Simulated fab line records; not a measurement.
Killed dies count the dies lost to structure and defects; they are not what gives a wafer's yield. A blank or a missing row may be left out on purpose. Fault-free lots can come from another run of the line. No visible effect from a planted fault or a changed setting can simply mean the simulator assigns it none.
Matching of chambers ; flow sky130 ; rie_diel-04 running SKY_CONTACT_ETCH_17: 4 sister chambers
The step etches SiO2 in C4F8/O2/Ar, stops on Si3N4, target depth 340 nm. 18 wafers are shown with their chamber, then 9 later ones without.

## WAFERS, EACH WITH ITS CHAMBER
wafer;chamber;bias_w (W);rf_fwd_power_W (W);oes_product_au (a.u.)
L074.3;2;1196;1491;0.896
L074.5;2;1199;1490;0.903
L074.6;1;1193;1487;0.893
L076.2;0;1200;1485;0.892
L076.4;3;1197;1490;0.885
L076.6;2;1198;1481;0.887
L081.3;0;1205;1499;0.900
L081.4;3;1197;1489;0.896
L081.6;2;1199;1484;0.895
L084.1;3;1200;1497;0.885
L084.2;1;1197;1486;0.893
L084.4;0;1201;1490;0.887
L088.1;3;1202;1498;0.895
L088.3;0;1203;1483;0.895
L088.4;2;1199;1485;0.896
L089.1;1;1200;1492;0.893
L089.4;3;1203;1489;0.899
L089.5;0;1198;1488;0.887

SIGNATURES, as means of the wafers listed above
reading;chamber 0;chamber 1;chamber 2;chamber 3;scatter within a chamber
bias_w;1201.40;1196.67;1198.20;1199.80;2.56
rf_fwd_power_W;1489.00;1488.33;1486.20;1492.60;4.83
oes_product_au;0.89220;0.89300;0.89540;0.89200;0.0055
Rule: a wafer lies at a distance from a chamber equal to the root of the sum of squares, over the readings, of (its reading less the chamber's mean, divided by the reading's scatter). The wafer belongs to the nearest chamber; if the next one is less than 2 further off, it can't be placed. The scatter: take each reading less its chamber's mean, square it, sum over the shown wafers, divide by the number of wafers less the number of chambers, and take the root.

## WAFERS MISSING THEIR CHAMBER
wafer;bias_w (W);rf_fwd_power_W (W);oes_product_au (a.u.)
L091.2;1198;1486;0.897
L091.3;1202;1495;0.894
L091.4;1199;1495;0.889
L097.1;1204;1494;0.894
L097.2;1197;1491;0.893
L097.4;1200;1489;0.891
L093.2;1199;1491;0.891
L093.5;1197;1481;0.894
L093.6;1195;1495;0.885

## CHAMBER TAKEN BY EACH
wafer;from the rows above;in truth
L091.2;can't be placed: 2 or 1 or 0 or 3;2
L091.3;can't be placed: 3 or 0 or 2 or 1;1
L091.4;can't be placed: 3 or 0 or 1 or 2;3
L097.1;can't be placed: 0 or 3 or 2 or 1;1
L097.2;can't be placed: 1 or 3 or 2 or 0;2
L097.4;can't be placed: 0 or 3 or 2 or 1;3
L093.2;can't be placed: 3 or 0 or 1 or 2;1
L093.5;can't be placed: 2 or 1 or 0 or 3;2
L093.6;can't be placed: 1 or 3 or 2 or 0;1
0 of 9 placed correctly. Unplaceable from these rows: 9, with the true chamber sitting among the candidates in 9. Placed wrongly: 0.
